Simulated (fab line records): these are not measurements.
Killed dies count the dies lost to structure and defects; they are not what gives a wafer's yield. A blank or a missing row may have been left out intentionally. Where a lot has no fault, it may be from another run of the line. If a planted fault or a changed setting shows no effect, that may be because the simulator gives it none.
Check for tools in common ; flow gf180mcu ; 33 wafers sampled across 11 lots

REASON IT WAS OPENED
2 of 11 lots carry a flag on the reading M2_ALCU_RS at GF_M2_RS_MEAS_05. Wafers without a fault read 0.0696 ohm/sq, standard deviation 0.0007.
Rule: flag the lot when none of its wafers has a number, or when each of its wafers that has one lies beyond 4 standard deviations from that mean. As for the other lots, they are considered sound.

lot;measured;on;M2_ALCU_RS (ohm/sq), wafer by wafer;flag
L551;day 18 21:34;filmMetro-02;0.0697 0.0689 0.0694;
L552;day 19 10:30;filmMetro-02;0.1056 0.1030 0.1022;FLAGGED
L554;day 20 03:48;filmMetro-02;0.1053 0.1034 0.1020;FLAGGED
L561;day 22 18:00;filmMetro-03;0.0697 0.0695 0.0690;
L563;day 23 11:39;filmMetro-01;0.0698 0.0687 0.0692;
L564;day 23 20:21;filmMetro-01;0.0701 0.0690 0.0705;
L565;day 24 05:08;filmMetro-02;0.0704 0.0701 0.0705;
L566;day 24 08:18;filmMetro-03;0.0700 0.0686 0.0704;
L567;day 24 12:34;filmMetro-02;0.0685 0.0691 0.0686;
L568;day 24 22:35;filmMetro-03;0.0696 0.0694 0.0685;
L569;day 25 08:05;filmMetro-02;0.0693 0.0696 0.0699;
The mean of the flagged lots' numbers is 0.1036 ohm/sq, +0.0340 ohm/sq from the usual (+49 standard deviations).

WHICH TOOL EACH LOT WENT THROUGH
The record holds 2 process steps before the reading, out of a route of 602 steps. Every cell lists first the tool, next ch and the chambers used by the sampled wafers, and last the start.
lot;flag;GF_M1_METAL_ETCH_16;GF_M2_SPUTTER_02
L551;;rieMetal-02 ch 0, day 17 19:55;pvdSputter-03, day 18 21:29
L552;FLAGGED;rieMetal-03 ch 0,1, day 18 08:16;pvdSputter-03, day 19 10:23
L554;FLAGGED;rieMetal-03 ch 0,1, day 19 00:13;pvdSputter-03, day 20 03:43
L561;;rieMetal-03 ch 0,1, day 21 15:37;pvdSputter-02, day 22 17:55
L563;;rieMetal-03 ch 0,1, day 22 09:46;pvdSputter-03, day 23 11:32
L564;;rieMetal-04 ch 0,1, day 22 18:40;pvdSputter-04, day 23 20:14
L565;;rieMetal-03 ch 0,1, day 23 03:28;pvdSputter-02, day 24 05:03
L566;;rieMetal-03 ch 0,1, day 23 06:43;pvdSputter-04, day 24 08:11
L567;;rieMetal-02 ch 0, day 23 10:56;pvdSputter-02, day 24 12:28
L568;;rieMetal-03 ch 1, day 23 21:31;pvdSputter-03, day 24 22:29
L569;;rieMetal-02 ch 0, day 24 07:03;pvdSputter-02, day 25 07:59
These steps, and what they do:
- GF_M1_METAL_ETCH_16: etches the open film in Cl2/BCl3, stops on SiO2, target depth 750.8 nm, time 125.1 s.
- GF_M2_SPUTTER_02: material AlCu, target thk 450 nm, time 23.9 s.
- GF_M2_RS_MEAS_05: measures by four-point-probe.

FLAGGED AGAINST TOTAL, ONE TOOL AT A TIME (gauges that did the reading follow at the end)
step;tool;lots run;flagged;share of the flagged lots;sound lots run after its first flagged lot
GF_M1_METAL_ETCH_16;rieMetal-02;3;0;none;-
GF_M1_METAL_ETCH_16;rieMetal-03;7;2;all;5 (L561,L563,L565,L566,L568)
GF_M1_METAL_ETCH_16;rieMetal-04;1;0;none;-
GF_M2_SPUTTER_02;pvdSputter-02;4;0;none;-
GF_M2_SPUTTER_02;pvdSputter-03;5;2;all;2 (L563,L568)
GF_M2_SPUTTER_02;pvdSputter-04;2;0;none;-
GF_M2_RS_MEAS_05;filmMetro-01;2;0;none;-
GF_M2_RS_MEAS_05;filmMetro-02;6;2;all;3 (L565,L567,L569)
GF_M2_RS_MEAS_05;filmMetro-03;3;0;none;-

THE TABLE: WHAT IT ALLOWS
Every flagged lot was run by 3 rows of the table: rieMetal-03 at GF_M1_METAL_ETCH_16, pvdSputter-03 at GF_M2_SPUTTER_02 and filmMetro-02 at GF_M2_RS_MEAS_05.
- rieMetal-03 at GF_M1_METAL_ETCH_16 ran 7 lots, 2 of them flagged. Sound lots followed the first flagged one (L561, L563, L565, L566, L568) on it, something a lasting fault affecting the whole tool could not allow.
- pvdSputter-03 at GF_M2_SPUTTER_02 ran 5 lots, 2 of them flagged. Sound lots followed the first flagged one (L563, L568) on it, something a lasting fault affecting the whole tool could not allow.
- filmMetro-02 at GF_M2_RS_MEAS_05 ran 6 lots, 2 of them flagged. Sound lots followed the first flagged one (L565, L567, L569) on it, something a lasting fault affecting the whole tool could not allow.
There is no row in the table that ran each flagged lot and no sound lot after the first.

WHAT HAD BEEN PUT IN BY THE SIMULATOR
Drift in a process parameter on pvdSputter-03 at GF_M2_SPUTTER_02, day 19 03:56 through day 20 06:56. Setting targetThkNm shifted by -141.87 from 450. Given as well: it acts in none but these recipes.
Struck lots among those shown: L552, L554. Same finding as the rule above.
